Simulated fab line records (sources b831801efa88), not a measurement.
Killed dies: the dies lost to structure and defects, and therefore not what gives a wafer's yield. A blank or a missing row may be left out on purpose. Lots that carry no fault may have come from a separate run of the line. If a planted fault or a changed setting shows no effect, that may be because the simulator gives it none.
Problem report, 8D (eight disciplines) form, completed by code | flow sfq line | the parts of the form that need people (team, actions taken, sign-off) are left out

== 1. THE PROBLEM ==
oes product au at SFQ_TRILAYER_I1_VIA_BARC_OPEN_VIA_ETCH_071 reads a mean of 0.820 a.u. on 1 wafer of 1 lot; wafers without a fault read 0.687 a.u. with a standard deviation of 0.0044. Relative to the usual mean, that is a shift of +30 standard deviations.
The step: etches BARC in O2, target depth 125 nm, time 41.7 s.
Earliest sighting: wafer L788.5 on rie diel-04 at day 34 04:52. The record holds 15 wafers of 5 lots with a number at this step. Rule for "out", or "out of limits": more than 4 standard deviations from the usual mean. Any other wafer with a number is counted as sound.

== 2. WHAT IT IS, AND WHAT IT ISN'T ==
question                    | is                           | is not
which readings at this step | oes product au, run length s | chamber pressure mTorr, drypump motor current A
which lots                  | L788                         | L777, L782, L791, L797
which wafers of those lots  | L788.5                       | L788.2, L788.3
read on which tools         | rie diel-04                  | rie diel-02, rie diel-03
when                        | from day 34 04:52            | up to then (8 sound wafers); but 6 sound wafers of L791, L797 came after

== 3. THE SUSPECTS, EACH WITH WHAT RULES IT OUT ==
Counting: a tool at a process step up to the reading stays a suspect if it ran every lot that is out. Sound lots after the first of them don't rule it out here, since some wafers of a struck lot are sound.
- pecvd-01 at SFQ_TRILAYER_I1_DEP_PECVD_045 (deposits SiO2 from SiH4/N2O, time 111.11 s, target thk 500 nm): kept. It ran the lot that is out, L788 (day 27 17:55); its last sound lot up to then is L782 (day 23 13:52).
- cmp-01 at SFQ_TRILAYER_I1_CMP_CMP_046 (polishes SiO2): kept. It ran the lot that is out, L788 (day 27 17:59); its last sound lot up to then is L777 (day 11 06:09).
- film metro-01 at SFQ_TRILAYER_I1_METRO_MEASURE_047: kept. It ran the lot that is out, L788 (day 27 21:18).
- rie diel-04 at SFQ_TRILAYER_I1_VIA_BARC_OPEN_VIA_ETCH_071 (etches BARC in O2, target depth 125 nm, time 41.7 s): kept. It ran the lot that is out, L788 (day 34 04:52); its last sound lot up to then is L782 (day 30 13:28). Out on those wafers are its own readings of oes product au, run length s.
- In cmp-01 at SFQ_TRILAYER_I1_CMP_CMP_046, the wafers that are out were processed in chamber 3 and their sound lot-mates in chambers 1, 2.
- In rie diel-04 at SFQ_TRILAYER_I1_VIA_BARC_OPEN_VIA_ETCH_071, the wafers that are out were processed in chamber 0 and their sound lot-mates in chambers 1, 3.
Left after counting: pecvd-01 at SFQ_TRILAYER_I1_DEP_PECVD_045, cmp-01 at SFQ_TRILAYER_I1_CMP_CMP_046, film metro-01 at SFQ_TRILAYER_I1_METRO_MEASURE_047, rie diel-04 at SFQ_TRILAYER_I1_VIA_BARC_OPEN_VIA_ETCH_071.

== 4. THE CAUSE (what the simulator had put in) ==
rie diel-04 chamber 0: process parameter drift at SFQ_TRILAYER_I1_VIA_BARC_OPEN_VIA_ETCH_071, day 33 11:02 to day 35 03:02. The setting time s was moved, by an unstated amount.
4 suspects survive the count, and this tool is in that group.

== 5. THE EFFECT CHAIN, in route order ==
Rows list readings where the struck wafers' mean (over those with a number) sits beyond 3 standard deviations from the usual. Only readings whose record carries a usual standard deviation are examined. hours: median over the lots of the time between each lot's start at the first step of this table that gives one and its start at this step. sigmas: the change, counted in usual standard deviations.
hours | step                                       | reading        | usual      | on struck wafers | change | sigmas
0     | SFQ_TRILAYER_I1_VIA_BARC_OPEN_VIA_ETCH_071 | oes product au | 0.687 a.u. | 0.820            | +0.133 | +30
0     | SFQ_TRILAYER_I1_VIA_BARC_OPEN_VIA_ETCH_071 | run length s   | 70.0 s     | 60.4             | -9.6   | -26
It contains these process steps:
- SFQ_TRILAYER_I1_VIA_BARC_OPEN_VIA_ETCH_071: etches BARC in O2, target depth 125 nm, time 41.7 s.

== 6. WHAT WOULD HAVE CAUGHT IT SOONER ==
First out-of-limits reading in this record: day 34 04:52, which is 18 hours after fault onset at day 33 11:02.
